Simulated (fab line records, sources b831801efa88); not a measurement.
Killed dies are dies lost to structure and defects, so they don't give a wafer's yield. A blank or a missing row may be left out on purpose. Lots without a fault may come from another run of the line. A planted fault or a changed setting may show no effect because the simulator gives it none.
A struck lot beside a sound one | flow sky130 | 33 steps out of a route of 708
Sound: wafers L382.2, L382.3, L382.6. Struck: wafers L393.1, L393.5, L393.6. The cause comes at the end.
At each step with rows: each side's tool, then ch and its chambers, then its first start. Under that, the readings that differ: sound wafers | struck wafers | difference of the means | sigmas: that difference in standard deviations of wafers without a fault.
alike: readings whose means differ by less than 2 such deviations, and words and numbers that are the same on both sides. not compared: withheld readings, readings that some wafer has no value for, bounds like >300 that may hide the same value, and numbers for which the record gives no deviation and whose values overlap.
The two part at a step that has a row with sigmas, a row that says differs or no value, or rows on one side only. Numbers that don't overlap but have no deviation are shown without sigmas and don't part them. A reading that every wafer of one side lacks parts them only if that side has two wafers or more.

first, 9 steps without rows for these wafers: SKY_METAL1_DEVELOP_14 (develop time 60 s); SKY_METAL1_DESCUM_17 (chemistry O2, time 8 s); SKY_METAL1_ETCH_18 (etches BARC in N2/H2, stops on SiO2, time 45.9 s, target depth 60 nm); SKY_METAL1_METAL_ETCH_19 (etches the open film in Cl2/BCl3, stops on SiO2, target depth 360 nm, time 78 s); SKY_METAL1_STRIP_20 (strips in O2/N2); SKY_METAL1_STRIP_21 (strips in post etch residue remover, time 1200 s); SKY_METAL1_CLEAN_22 (cleans in IPA, time 180 s); SKY_METAL1_CLEAN_23 (cleans in O3/DIW); SKY_VIA1_HDPCVD_00 (deposits SiO2, target thk 1030 nm, time 171.7 s).
SKY_VIA1_CMP_02: polishes SiO2.
  sound on cmp-01 ch 0,1,3, day 34 02:34; struck on cmp-01 ch 0,2,3, day 37 05:05
  alike: motor_current_A, platen_rpm
then, 22 steps without rows for these wafers: SKY_VIA1_DEHYDRATE_04 (time 60 s); SKY_VIA1_HMDS_05 (prime time 60 s); SKY_VIA1_COAT_06 (resist thk 60 nm); SKY_VIA1_COAT_07 (resist thk 450 nm); SKY_VIA1_SOFTBAKE_08 (time 90 s); SKY_VIA1_EXPOSE_09 (exposes mask VIM, target cd 150 nm); SKY_VIA1_PEB_10; SKY_VIA1_DEVELOP_11 (develop time 60 s); SKY_VIA1_ETCH_14 (etches BARC in N2/H2, stops on SiO2, time 45.9 s, target depth 60 nm); SKY_VIA1_ETCH_15 (etches SiO2 in C4F8/O2/Ar, stops on TiN, target depth 351 nm, time 54 s); SKY_VIA1_STRIP_16 (strips in O2/N2); SKY_VIA1_STRIP_17 (strips in post etch residue remover, time 1200 s); SKY_VIA1_CLEAN_18 (cleans in IPA, time 180 s); SKY_VIA1_CLEAN_19 (cleans in O3/DIW); SKY_VIA1_SPUTTER_20 (material TiN, target thk 20 nm, time 80 s); SKY_VIA1_CVD_21 (deposits W, target thk 270 nm, time 80.902 s); SKY_VIA1_CMP_24 (polishes, stops on SiO2, t overpolish 15 s, target thk 0 nm); SKY_METAL2_SPUTTER_00 (material Ti, target thk 15 nm, time 10 s); SKY_METAL2_SPUTTER_01 (material TiN, target thk 20 nm, time 16.7 s); SKY_METAL2_SPUTTER_02 (material AlCu, target thk 250 nm, time 13.3 s); SKY_METAL2_SPUTTER_03 (material Ti, target thk 5 nm, time 3.3 s); SKY_METAL2_SPUTTER_04 (material TiN, target thk 70 nm, time 58.3 s).
-- the record jumps here: 12 days lie between the struck wafers' starts before and after (it left off in module METAL2 and takes up again in module PAD_OPEN, whose first step shown is number 708 of the route) --
SKY_PAD_OPEN_PROBE_99:
  sound on prober-01, day 47 00:50; struck on prober-01, day 49 10:13
  reading                               | sound              | struck            | difference | sigmas
  defect_limited_yield (%)              | 82.3 83.7 83.7     | 55.7 55.3 52.0    | -28.9      | -16
  killed_at_M0_to_M3                    | 46 32 52           | 186 190 205       | +150       | +23
  killed_dies                           | 87 80 80           | 218 220 236       | +142       | +16
  killed_on_rim                         | 16 14 11           | 43 40 48          | +30        | +8
  killed_open                           | 53 48 47           | 28 38 33          | -16        | -2
  sort_bin_3_pad_short (%)              | 1.4 1.0 0.4        | 2.4 2.2 2.2       | +1.3       | +3
  sort_bin_5_function (%)               | 9.3 10.2 9.8       | 27.4 29.9 31.7    | +19.9      | +15
  sort_bin_6_memory (%)                 | 6.9 5.1 6.1        | 14.4 12.6 14.0    | +7.6       | +7
  sort_n_pass                           | 405 412 412        | 274 272 256       | -142       | -16
  sort_yield_pct (%)                    | 82.3 83.7 83.7     | 55.7 55.3 52.0    | -28.9      | -16
  model.etest.tester.sort_n_pass        | 405 412 412        | 274 272 256       | -142       |
  model.etest.tester.sort_yield_pct (%) | 82.32 83.74 83.74  | 55.69 55.28 52.03 | -28.93     |
  model.etest.tester.sort_bin_5_pct (%) | 9.35 10.16 9.756   | 27.44 29.88 31.71 | +19.92     |
  model.etest.tester.sort_bin_6_pct (%) | 6.911 5.081 6.098  | 14.43 12.6 14.02  | +7.65      |
  model.etest.tester.sort_bin_3_pct (%) | 1.423 1.016 0.4065 | 2.439 2.236 2.236 | +1.355     |
  alike: killed_at_M4_up, killed_at_contacts, killed_at_front_end, killed_at_other, killed_short

WHERE THEY PART
Only at SKY_PAD_OPEN_PROBE_99, within this record.

WHY: what the simulator had put in
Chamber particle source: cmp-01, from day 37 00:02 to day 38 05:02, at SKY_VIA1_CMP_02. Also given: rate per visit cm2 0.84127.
